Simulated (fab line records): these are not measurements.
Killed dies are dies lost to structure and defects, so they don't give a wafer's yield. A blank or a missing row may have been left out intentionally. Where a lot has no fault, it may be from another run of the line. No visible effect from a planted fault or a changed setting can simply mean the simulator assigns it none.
Matching of chambers + flow sfqLine + 4 sister chambers for SFQ_TRILAYER_I4_VIA_BARC_OPEN_VIA_ETCH_146 on rieDiel-03
The step etches BARC in O2, target depth 125 nm, time 41.7 s. 4 wafers are shown with their chamber, then 7 later ones without.

== WAFERS, EACH WITH ITS CHAMBER ==
| wafer  | chamber | drypumpMotorCurrentA (A) |
|--------|---------|--------------------------|
| L470.4 | 3       | 5.7                      |
| L481.3 | 2       | 5.4                      |
| L486.2 | 1       | 5.6                      |
| L486.3 | 0       | 6.3                      |

== WAFERS MISSING THEIR CHAMBER ==
| wafer  | drypumpMotorCurrentA (A) |
|--------|--------------------------|
| L486.5 | 5.4                      |
| L487.3 | 6.3                      |
| L487.4 | 5.5                      |
| L487.5 | 6.3                      |
| L489.4 | 5.5                      |
| L489.5 | 6.3                      |
| L489.6 | 5.5                      |

== EACH ONE'S CHAMBER ==
| wafer  | from the rows above          | in truth |
|--------|------------------------------|----------|
| L486.5 | 2                            | 2        |
| L487.3 | 0                            | 0        |
| L487.4 | can't be placed: 1 or 2 or 3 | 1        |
| L487.5 | 0                            | 0        |
| L489.4 | can't be placed: 1 or 2 or 3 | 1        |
| L489.5 | 0                            | 0        |
| L489.6 | can't be placed: 1 or 2 or 3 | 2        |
Placed correctly: 4 of 7. Cannot be placed on the basis of these rows: 3; the candidates contain the true chamber in 3. Wrongly placed: 0.
How it was worked out, from the rows above alone: a wafer's distance from a chamber is the root of the sum, over the readings, of the square of ((its reading less the chamber's mean) divided by the reading's scatter). The wafer belongs to the nearest chamber; if the next one is less than 2 further off, it can't be placed. Each chamber's mean is taken over the wafers shown for it. The scatter: with one shown wafer a chamber, the root of the mean of the squares of how far each hidden wafer lies from its nearest shown one.
